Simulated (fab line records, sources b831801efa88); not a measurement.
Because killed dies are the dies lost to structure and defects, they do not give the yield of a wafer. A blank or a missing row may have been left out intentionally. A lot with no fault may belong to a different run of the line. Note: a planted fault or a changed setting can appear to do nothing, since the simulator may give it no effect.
fab line records	flow sky130
record lots=13	wafers=37	last_day=50
route steps=708 shown VIA2@527 METAL4@601 CAP2M@603 METAL5@663 PAD_OPEN@708
lots that met no fault: taken from a fault-free run of the same line
start_h: the number of hours between the record's first day and the start of the first shown wafer of the lot	wait_h: hours since the lot's step before	" unchanged from the row above	L1.1+2: a row that stands for several wafers	- no value present, or no start provided	* or withheld: withheld	< > ~ a bound
route shown NAME@n: names a module that has steps shown in the file, with the first one's number in the route	usual: mean and standard deviation over wafers with no fault	same: alike in all rows	chamber/n: place in a boat	sites: readings site by site	_std_site: the standard deviation of these	_edge_site: inner sites' mean taken away from outer sites' mean	radius_mm: how far each site lies from the wafer's centre	mask NAME#n: copy n	behind: the last tool/chamber to shape the wafer	hold: what put the lot on hold/how long, in hours/how the hold closed	device: whichever transistor did not switch (one of n, p or np)	end of line: tests of these same wafers at the route's end	a step given without rows: its recipe and nothing more	killed: dies lost to structure and defects at the first sort, not the wafer's yield	map: a wafer's dies, x killed, . not, _ none there
set.NAME: setting as actually run; set.NAME@STEP: the setting as run at that earlier step	model.NAME: the simulator's own value behind a step, which no gauge read
a sample of lots followed through the steps of the route, with each step as a table and each wafer as a row
services: from which hour (start_h, from the record's first day; less than 0 if before it) a tool's chamber was out of use, for how many hours, and why
## steps
# step SKY_VIA2_SPUTTER_20
# recipe material=TiN	target_thk_nm=20	chamber_pressure_pa=5	power_w=4000	time_s=80
# usual throttle_valve_pct=30.0/1.2
lot.wafer	tool	chamber	start_h	wait_h	throttle_valve_pct
L352.1	pvd_sputter-01	-	865.97	0.0	30.0
L352.4	"	-	"	"	29.1
L352.6	"	-	"	"	30.7
L353.2	pvd_sputter-01	-	878.66	0.0	30.0
L353.4	"	-	"	"	30.4
L353.5	"	-	"	"	29.1
L357.1	pvd_sputter-01	-	894.84	0.0	30.8
L357.3	"	-	"	"	30.8
L357.5	"	-	"	"	30.2
L360.1	pvd_sputter-01	-	923.10	0.0	28.9
L360.2	"	-	"	"	30.7
L360.5	"	-	"	"	30.6
L364.4	pvd_sputter-04	-	949.12	0.0	30.3
L364.5	"	-	"	"	32.3
L364.6	"	-	"	"	28.5
L365.1	pvd_sputter-03	-	958.76	0.0	30.2
L365.2	"	-	"	"	27.2
L365.6	"	-	"	"	30.4
L366.2	pvd_sputter-03	-	965.45	0.0	31.5
L366.4	"	-	"	"	29.8
L369.3	pvd_sputter-01	-	980.52	0.0	30.7
L369.5	"	-	"	"	29.0
L369.6	"	-	"	"	30.7
L370.1	pvd_sputter-01	-	989.72	0.0	29.7
L370.3	"	-	"	"	30.5
L370.5	"	-	"	"	29.1
L371.2	pvd_sputter-03	-	998.95	0.0	29.8
L371.3	"	-	"	"	30.1
L371.5	"	-	"	"	29.6
L372.2	pvd_sputter-01	-	1003.80	0.0	30.7
L372.4	"	-	"	"	30.6
L372.6	"	-	"	"	30.5
L374.1	pvd_sputter-01	-	1011.24	0.0	30.6
L374.2	"	-	"	"	30.3
L374.4	"	-	"	"	30.1
L375.3	pvd_sputter-03	-	1013.14	0.0	29.4
L375.5	"	-	"	"	29.6
# step SKY_METAL4_SPUTTER_03
# recipe material=Ti	target_thk_nm=5	power_w=3000	time_s=3.3	chamber_pressure_pa=0.4
# usual throttle_valve_pct=29.9/1.5
lot.wafer	tool	chamber	start_h	wait_h	throttle_valve_pct
L352.1	pvd_sputter-03	-	946.57	0.0	29.3
L352.4	"	-	"	"	26.8
L352.6	"	-	"	"	29.5
L353.2	pvd_sputter-04	-	959.01	0.0	28.7
L353.4	"	-	"	"	30.4
L353.5	"	-	"	"	31.1
L357.1	pvd_sputter-03	-	974.09	0.0	30.0
L357.3	"	-	"	"	30.4
L357.5	"	-	"	"	29.8
L360.1	pvd_sputter-04	-	999.96	0.0	32.3
L360.2	"	-	"	"	30.3
L360.5	"	-	"	"	28.3
L364.4	pvd_sputter-03	-	1024.00	0.0	27.3
L364.5	"	-	"	"	29.7
L364.6	"	-	"	"	27.2
L365.1	pvd_sputter-01	-	1033.84	0.0	30.6
L365.2	"	-	"	"	30.7
L365.6	"	-	"	"	28.9
L366.2	pvd_sputter-01	-	1040.00	0.0	30.7
L366.4	"	-	"	"	29.0
L369.3	pvd_sputter-04	-	1056.17	0.0	30.4
L369.5	"	-	"	"	31.2
L369.6	"	-	"	"	28.6
L370.1	pvd_sputter-03	-	1062.11	0.0	26.8
L370.3	"	-	"	"	30.1
L370.5	"	-	"	"	30.0
L371.2	pvd_sputter-04	-	1070.80	0.0	31.1
L371.3	"	-	"	"	30.5
L371.5	"	-	"	"	30.2
L372.2	pvd_sputter-03	-	1073.60	0.0	31.7
L372.4	"	-	"	"	27.2
L372.6	"	-	"	"	27.1
L374.1	pvd_sputter-03	-	1082.69	0.0	27.3
L374.2	"	-	"	"	30.0
L374.4	"	-	"	"	31.4
L375.3	pvd_sputter-01	-	1083.42	0.0	30.5
L375.5	"	-	"	"	29.3
# step SKY_CAP2M_CVD_00
# recipe material=SiO2	target_thk_nm=15.5	temp_c=400	time_s=withheld	rf_w=450
# usual heater_power_w=726/74
lot.wafer	tool	chamber	start_h	wait_h	heater_power_w
L352.1	pecvd-03	0	946.64	0.0	765
L352.4	"	0	"	"	779
L352.6	"	2	"	"	812
L353.2	pecvd-01	1	959.08	0.0	821
L353.4	"	0	"	"	609
L353.5	"	1	"	"	826
L357.1	pecvd-03	0	974.15	0.0	816
L357.3	"	1	"	"	613
L357.5	"	2	"	"	753
L360.1	pecvd-03	0	1000.03	0.0	812
L360.2	"	2	"	"	812
L360.5	"	2	"	"	817
L364.4	pecvd-03	0	1024.11	0.1	770
L364.5	"	0	"	"	782
L364.6	"	0	"	"	782
L365.1	pecvd-03	2	1033.90	0.0	796
L365.2	"	1	"	"	586
L365.6	"	1	"	"	601
L366.2	pecvd-01	1	1040.07	0.0	789
L366.4	"	1	"	"	759
L369.3	pecvd-01	0	1056.23	0.0	677
L369.5	"	2	"	"	722
L369.6	"	0	"	"	662
L370.1	pecvd-02	2	1062.17	0.0	583
L370.3	"	1	"	"	807
L370.5	"	1	"	"	794
L371.2	pecvd-01	2	1070.87	0.0	784
L371.3	"	0	"	"	659
L371.5	"	0	"	"	663
L372.2	pecvd-02	2	1073.67	0.0	705
L372.4	"	0	"	"	695
L372.6	"	1	"	"	780
L374.1	pecvd-01	1	1082.76	0.0	762
L374.2	"	2	"	"	746
L374.4	"	2	"	"	765
L375.3	pecvd-02	1	1083.51	0.0	696
L375.5	"	1	"	"	714
# step SKY_METAL5_SPUTTER_02
# recipe material=AlCu	target_thk_nm=1150	power_w=10600	time_s=61.2	chamber_pressure_pa=0.4
# usual throttle_valve_pct=30.0/0.97
lot.wafer	tool	chamber	start_h	wait_h	throttle_valve_pct
L352.1	pvd_sputter-01	-	1020.50	0.0	30.8
L352.4	"	-	"	"	30.0
L352.6	"	-	"	"	30.6
L353.2	pvd_sputter-04	-	1032.32	0.0	31.9
L353.4	"	-	"	"	28.5
L353.5	"	-	"	"	32.5
L357.1	pvd_sputter-02	-	1046.11	0.0	29.5
L357.3	"	-	"	"	30.1
L357.5	"	-	"	"	29.9
L360.1	pvd_sputter-02	-	1071.96	0.0	29.5
L360.2	"	-	"	"	30.1
L360.5	"	-	"	"	29.2
L364.4	pvd_sputter-04	-	1092.90	0.0	32.1
L364.5	"	-	"	"	30.1
L364.6	"	-	"	"	32.5
L365.1	pvd_sputter-02	-	1102.32	0.0	29.7
L365.2	"	-	"	"	29.2
L365.6	"	-	"	"	29.6
L366.2	pvd_sputter-02	-	1106.90	0.0	29.9
L366.4	"	-	"	"	29.3
L369.3	pvd_sputter-04	-	1121.04	0.0	32.1
L369.5	"	-	"	"	30.2
L369.6	"	-	"	"	31.1
L370.1	pvd_sputter-01	-	1128.59	0.0	28.7
L370.3	"	-	"	"	30.6
L370.5	"	-	"	"	30.5
L371.2	pvd_sputter-02	-	1136.49	0.0	29.7
L371.3	"	-	"	"	29.1
L371.5	"	-	"	"	30.0
L372.2	pvd_sputter-01	-	1138.45	0.0	28.8
L372.4	"	-	"	"	30.5
L372.6	"	-	"	"	30.9
L374.1	pvd_sputter-02	-	1146.74	0.0	30.0
L374.2	"	-	"	"	29.8
L374.4	"	-	"	"	30.0
L375.3	pvd_sputter-01	-	1147.86	0.0	30.6
L375.5	"	-	"	"	30.4
# step SKY_PAD_OPEN_PROBE_99
# usual defect_limited_yield=82.4/1.8	killed_at_M0_to_M3=44/6.3	killed_at_M4_up=3.1/1.8	killed_at_contacts=25/5.1	killed_at_front_end=15/4.1	killed_at_other=0.3/0.71	killed_dies=87/8.8	killed_open=47/6.8	killed_short=40/6.7	sort_bin_3_pad_short=0.9/0.39	sort_bin_5_function=10.4/1.5	sort_bin_6_memory=6.4/1.1	sort_n_pass=405/8.8	sort_yield_pct=82.4/1.8
# same gross_dies=492	killed_at_back_side=0	sort_bin_4_leakage[%]=0	sort_bin_8_speed[%]=0
lot.wafer	tool	chamber	start_h	wait_h	defect_limited_yield[%]	killed_at_M0_to_M3	killed_at_M4_up	killed_at_contacts	killed_at_front_end	killed_at_other	killed_dies	killed_open	killed_short	sort_bin_3_pad_short[%]	sort_bin_5_function[%]	sort_bin_6_memory[%]	sort_n_pass	sort_yield_pct[%]
L360.1	prober-01	-	1136.65	0.1	74.6	79	2	24	20	0	125	42	48	3.5	14.8	7.1	367	74.6
L360.2	prober-01	-	1136.70	0.1	81.3	46	2	23	21	0	92	51	41	1.2	11.2	6.3	400	81.3
L360.5	prober-01	-	1136.85	0.2	79.9	51	2	22	23	1	99	58	40	0.6	11.2	8.3	393	79.9
L364.4	prober-02	-	1155.00	0.2	84.3	38	2	22	15	0	77	51	26	1.0	10.2	4.5	415	84.3
L364.5	prober-02	-	1155.05	0.2	79.1	50	2	37	14	0	103	52	51	1.4	13.0	6.5	389	79.1
L364.6	prober-02	-	1155.10	0.2	81.5	43	5	31	11	1	91	43	48	0.8	10.6	7.1	401	81.5
L365.1	prober-01	-	1162.98	0.1	79.1	50	8	30	14	1	103	42	61	1.0	11.4	8.5	389	79.1
L365.2	prober-01	-	1163.03	0.1	81.5	41	4	36	10	0	91	46	45	1.2	12.0	5.3	401	81.5
L365.6	prober-01	-	1163.23	0.2	81.5	53	2	24	11	1	91	53	38	1.2	8.9	8.3	401	81.5
L366.2	prober-02	-	1166.53	0.1	80.7	50	1	27	15	2	95	52	41	1.2	11.8	6.3	397	80.7
L366.4	prober-02	-	1166.63	0.2	79.9	48	7	31	13	0	99	53	46	0.6	11.8	7.7	393	79.9
L370.1	prober-02	-	1186.05	0.1	79.1	50	2	32	19	0	103	53	46	0.8	12.0	8.1	389	79.1
L370.3	prober-02	-	1186.15	0.2	83.7	43	3	18	16	0	80	55	25	0.4	8.9	6.9	412	83.7
L370.5	prober-02	-	1186.25	0.2	80.3	49	4	28	16	0	97	58	39	0.8	11.2	7.7	395	80.3
# killed by level:class
L360.1 VIA2:unspecified=35 CONTACT:geometric_particle:short=8 CONTACT:geometric_particle:open=7 VIA1:geometric_particle:open=7 VIA3:geometric_particle:short=7 POLY_GATE:geometric_particle:open=6 VIA3:geometric_particle:open=6 METAL1:geometric_particle:short=5
L360.2 VIA2:geometric_particle:open=11 VIA1:geometric_particle:open=8 FIELD_ISO:geometric_particle:open=7 LI_CONTACT:geometric_particle:open=6 LOCAL_INTERCONNECT:geometric_particle:short=6 FIELD_ISO:geometric_particle:short=5 CONTACT:geometric_particle:open=5 METAL2:geometric_particle:short=5
L360.5 VIA1:geometric_particle:open=10 POLY_GATE:geometric_particle:open=9 CONTACT:geometric_particle:open=8 METAL2:geometric_particle:short=7 VIA2:geometric_particle:open=7 LI_CONTACT:geometric_particle:open=6 METAL1:geometric_particle:short=6 VIA3:geometric_particle:open=6
L364.4 VIA1:geometric_particle:open=13 CONTACT:geometric_particle:open=9 LI_CONTACT:geometric_particle:open=8 VIA2:geometric_particle:open=7 FIELD_ISO:geometric_particle:short=6 VIA1:geometric_particle:short=6 FIELD_ISO:geometric_particle:open=5 METAL2:geometric_particle:short=3
L364.5 CONTACT:geometric_particle:open=11 LI_CONTACT:geometric_particle:open=9 LOCAL_INTERCONNECT:geometric_particle:short=9 VIA1:geometric_particle:short=9 VIA1:geometric_particle:open=9 VIA2:geometric_particle:open=7 CONTACT:geometric_particle:short=6 FIELD_ISO:geometric_particle:short=5
L364.6 VIA1:geometric_particle:open=11 CONTACT:geometric_particle:open=10 METAL1:geometric_particle:short=9 LI_CONTACT:geometric_particle:short=6 LOCAL_INTERCONNECT:geometric_particle:short=5 METAL2:geometric_particle:short=5 FIELD_ISO:geometric_particle:open=4 CONTACT:geometric_particle:short=4
L365.1 VIA1:geometric_particle:open=11 CONTACT:geometric_particle:short=10 LOCAL_INTERCONNECT:geometric_particle:short=7 VIA3:geometric_particle:open=7 CONTACT:geometric_particle:open=7 VIA2:geometric_particle:open=7 METAL4:geometric_particle:short=7 POLY_GATE:geometric_particle:short=6
L365.2 LI_CONTACT:geometric_particle:open=10 VIA1:geometric_particle:open=9 LOCAL_INTERCONNECT:geometric_particle:short=8 CONTACT:geometric_particle:open=7 CONTACT:geometric_particle:short=6 METAL1:geometric_particle:short=6 VIA2:geometric_particle:short=6 VIA3:geometric_particle:open=6
L365.6 VIA1:geometric_particle:open=10 CONTACT:geometric_particle:open=10 VIA2:geometric_particle:open=9 METAL1:geometric_particle:short=8 LI_CONTACT:geometric_particle:open=5 METAL2:geometric_particle:short=5 VIA3:geometric_particle:open=5 CONTACT:geometric_particle:short=4
L366.2 CONTACT:geometric_particle:open=15 VIA2:geometric_particle:open=8 VIA1:geometric_particle:open=8 VIA1:geometric_particle:short=7 FIELD_ISO:geometric_particle:short=6 VIA3:geometric_particle:open=6 METAL2:geometric_particle:short=5 LI_CONTACT:geometric_particle:open=4
L366.4 LI_CONTACT:geometric_particle:open=13 CONTACT:geometric_particle:open=9 VIA1:geometric_particle:short=8 VIA1:geometric_particle:open=8 VIA2:geometric_particle:open=7 SONOS_ONO:geometric_particle:short=5 METAL2:geometric_particle:short=5 METAL4:geometric_particle:short=5
L370.1 CONTACT:geometric_particle:open=13 VIA1:geometric_particle:open=13 CONTACT:geometric_particle:short=10 VIA2:geometric_particle:open=7 LI_CONTACT:geometric_particle:open=5 VIA3:geometric_particle:open=5 METAL1:geometric_particle:short=5 VIA3:geometric_particle:short=5
L370.3 VIA1:geometric_particle:open=12 VIA3:geometric_particle:open=11 CONTACT:geometric_particle:open=7 VIA2:geometric_particle:open=6 LI_CONTACT:geometric_particle:open=5 POLY_GATE:geometric_particle:short=4 POLY_GATE:geometric_particle:open=4 FIELD_ISO:geometric_particle:open=3
L370.5 VIA1:geometric_particle:open=13 LI_CONTACT:geometric_particle:open=11 CONTACT:geometric_particle:open=8 VIA2:geometric_particle:open=6 VIA3:geometric_particle:open=6 METAL1:geometric_particle:short=5 METAL2:geometric_particle:short=5 FIELD_ISO:geometric_particle:short=4
## services
tool	chamber	start_h	hours	kind
pvd_sputter-02	-	872.50	2.2	repair
pvd_sputter-03	-	910.80	4.8	repair
pvd_sputter-02	-	911.97	3.1	repair
pvd_sputter-02	-	924.66	0.9	repair
pvd_sputter-03	1	946.64	-	consumable_replace:kit
pvd_sputter-01	0	958.13	-	consumable_replace:kit
pvd_sputter-01	0	958.13	18.0	scheduled_down
pvd_sputter-01	0	958.13	18.0	vent_cycle
pecvd-01	1	992.85	19.9	repair
pvd_sputter-01	-	993.17	8.9	repair
pvd_sputter-04	-	1009.33	5.6	repair
pecvd-03	2	1014.59	11.0	repair
pecvd-01	2	1038.75	16.6	repair
pecvd-03	-	1067.43	14.6	pm
pecvd-02	-	1076.84	6.0	pm
pvd_sputter-02	-	1076.90	0.5	repair
pecvd-02	2	1083.14	6.7	repair
pvd_sputter-01	-	1083.56	1.7	repair
pecvd-03	0	1089.68	12.9	repair
pecvd-03	1	1090.84	3.7	repair
pecvd-01	-	1106.52	0.5	repair
pvd_sputter-03	-	1118.13	2.8	repair
pecvd-01	-	1125.99	1.8	repair
pvd_sputter-02	-	1137.34	0.7	repair
## key
first_sign step=SKY_PAD_OPEN_PROBE_99	reading=sort_bin_3_pad_short	direction=up	sigmas=6.7	usual=0.9	struck=3.5
effect step=SKY_PAD_OPEN_PROBE_99	reading=killed_at_M0_to_M3	direction=up	sigmas=5.6	usual=44	struck=79
met_at SKY_VIA2_SPUTTER_20
struck_lots L360
struck_wafers L360.1
not_acting_at SKY_METAL4_SPUTTER_03,SKY_CAP2M_CVD_00,SKY_METAL5_SPUTTER_02
onset_between 878.66 923.10
fault kind=chamber_particle_source	tool=pvd_sputter-01	chamber=-	onset_h=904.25	steps=SKY_VIA2_SPUTTER_20	rate_per_visit_cm2=1.1344	end_h=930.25	scope=struck_wafers_only
